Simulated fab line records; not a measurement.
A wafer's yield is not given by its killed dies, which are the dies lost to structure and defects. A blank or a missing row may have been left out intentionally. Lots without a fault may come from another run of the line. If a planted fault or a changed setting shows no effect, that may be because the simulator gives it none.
Chamber matching || flow sky130 || SKY_FIELD_ISO_WET_ETCH_28 on wetBench-04 has 3 sister chambers
The step etches SiO2 in dHF, target depth 23.7 nm, time 47 s. 14 wafers are shown with their chamber, then 7 later ones without.

WAFERS, EACH WITH ITS CHAMBER
{"wafer": "L833.3", "chamber": 3, "tempC (C)": 25.04, "bathHeatDutyPct (%)": 6.7}
{"wafer": "L833.4", "chamber": 3, "tempC (C)": 25.08, "bathHeatDutyPct (%)": 8.3}
{"wafer": "L833.6", "chamber": 3, "tempC (C)": 25.10, "bathHeatDutyPct (%)": 6.3}
{"wafer": "L834.1", "chamber": 1, "tempC (C)": 25.20, "bathHeatDutyPct (%)": 6.3}
{"wafer": "L834.3", "chamber": 1, "tempC (C)": 25.04, "bathHeatDutyPct (%)": 6.0}
{"wafer": "L834.4", "chamber": 1, "tempC (C)": 25.06, "bathHeatDutyPct (%)": 5.7}
{"wafer": "L838.1", "chamber": 3, "tempC (C)": 25.07, "bathHeatDutyPct (%)": 6.6}
{"wafer": "L838.2", "chamber": 3, "tempC (C)": 25.11, "bathHeatDutyPct (%)": 7.1}
{"wafer": "L838.3", "chamber": 3, "tempC (C)": 25.05, "bathHeatDutyPct (%)": 6.5}
{"wafer": "L839.1", "chamber": 1, "tempC (C)": 24.99, "bathHeatDutyPct (%)": 7.3}
{"wafer": "L839.2", "chamber": 1, "tempC (C)": 24.95, "bathHeatDutyPct (%)": 4.7}
{"wafer": "L839.4", "chamber": 1, "tempC (C)": 24.97, "bathHeatDutyPct (%)": 7.1}
{"wafer": "L847.2", "chamber": 2, "tempC (C)": 24.98, "bathHeatDutyPct (%)": 6.3}
{"wafer": "L847.3", "chamber": 2, "tempC (C)": 24.77, "bathHeatDutyPct (%)": 6.8}

SIGNATURES (means of the wafers above)
{"reading": "tempC", "chamber 1": 25.0350, "chamber 2": 24.8750, "chamber 3": 25.0750, "scatter within a chamber": 0.0781}
{"reading": "bathHeatDutyPct", "chamber 1": 6.183, "chamber 2": 6.550, "chamber 3": 6.917, "scatter within a chamber": 0.817}
Rule: a wafer's distance from a chamber is the root of the sum, over the readings, of the square of ((its reading less the chamber's mean) divided by the reading's scatter). The wafer belongs to the nearest chamber; if the next one is less than 2 further off, it can't be placed. The scatter: take each reading less its chamber's mean, square it, sum over the shown wafers, divide by the number of wafers less the number of chambers, and take the root.

WAFERS WHOSE CHAMBER IS MISSING
{"wafer": "L847.5", "tempC (C)": 24.83, "bathHeatDutyPct (%)": 6.3}
{"wafer": "L855.1", "tempC (C)": 24.99, "bathHeatDutyPct (%)": 6.1}
{"wafer": "L855.3", "tempC (C)": 25.11, "bathHeatDutyPct (%)": 6.8}
{"wafer": "L855.6", "tempC (C)": 25.04, "bathHeatDutyPct (%)": 7.3}
{"wafer": "L856.2", "tempC (C)": 25.09, "bathHeatDutyPct (%)": 7.2}
{"wafer": "L856.4", "tempC (C)": 24.97, "bathHeatDutyPct (%)": 5.9}
{"wafer": "L856.6", "tempC (C)": 25.22, "bathHeatDutyPct (%)": 7.0}

THE CHAMBER EACH PASSED THROUGH
{"wafer": "L847.5", "from the rows above": "can't be placed: 2 or 1", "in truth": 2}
{"wafer": "L855.1", "from the rows above": "can't be placed: 1 or 3 or 2", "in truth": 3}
{"wafer": "L855.3", "from the rows above": "can't be placed: 3 or 1", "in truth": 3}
{"wafer": "L855.6", "from the rows above": "can't be placed: 3 or 1 or 2", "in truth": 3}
{"wafer": "L856.2", "from the rows above": "can't be placed: 3 or 1", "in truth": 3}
{"wafer": "L856.4", "from the rows above": "can't be placed: 1 or 2 or 3", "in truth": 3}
{"wafer": "L856.6", "from the rows above": "can't be placed: 3 or 1", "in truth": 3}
0 of 7 placed correctly. From these rows, 7 cannot be placed; in 7 the true chamber is one of the candidates. Wrongly placed: 0.
